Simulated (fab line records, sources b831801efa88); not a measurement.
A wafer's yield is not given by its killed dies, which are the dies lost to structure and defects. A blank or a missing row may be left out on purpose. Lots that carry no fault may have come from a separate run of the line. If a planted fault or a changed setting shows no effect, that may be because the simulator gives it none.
Chamber matching | flow gf180mcu | rie_si-01 running GF_POLY_GATE_ETCH_13: 4 sister chambers
The step etches poly-Si in HBr/Cl2, stops on SiO2, target depth 198.5 nm, time 72.55 s. 8 wafers are shown with their chamber, then 7 later ones without.

## WAFERS, EACH WITH ITS CHAMBER
wafer  | chamber | drypump_motor_current_A (A) | oes_product_au (a.u.)
L652.4 | 1       | 5.0                         | 0.979
L652.6 | 1       | 5.0                         | 0.977
L657.4 | 0       | 5.3                         | 0.990
L659.1 | 0       | 5.2                         | 0.988
L659.2 | 2       | 5.9                         | 0.996
L659.4 | 2       | 5.9                         | 0.985
L661.1 | 3       | 6.4                         | 0.987
L661.5 | 3       | 6.4                         | 1.001

## WAFERS WITHOUT THEIR CHAMBER
wafer  | drypump_motor_current_A (A) | oes_product_au (a.u.)
L661.6 | 5.2                         | 0.995
L662.1 | 5.9                         | 0.988
L662.3 | 5.0                         | 1.002
L662.5 | 5.1                         | 0.996
L671.2 | 5.9                         | 0.982
L671.4 | 5.3                         | 0.985
L671.5 | 5.2                         | 0.990

## CHAMBER TAKEN BY EACH
wafer  | from the rows above     | in truth
L661.6 | 0                       | 0
L662.1 | 2                       | 2
L662.3 | 1                       | 1
L662.5 | can't be placed: 1 or 0 | 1
L671.2 | 2                       | 2
L671.4 | 0                       | 0
L671.5 | 0                       | 0
Placed correctly: 6 of 7. Not placeable from these rows: 1 (in 1, the candidates include the true chamber). Number placed wrongly: 0.
How it was worked out, from the rows above alone: a wafer's distance from a chamber is the root of the sum, over the readings, of the square of ((its reading less the chamber's mean) divided by the reading's scatter). If the next closest chamber is less than 2 further off than the closest, the wafer can't be placed; otherwise it belongs to the closest. The mean given for a chamber averages the wafers shown for that chamber. How the scatter is found: for the shown wafers, subtract from each reading the mean of its chamber, square and add these, divide the total by (wafers less chambers), then take the root.
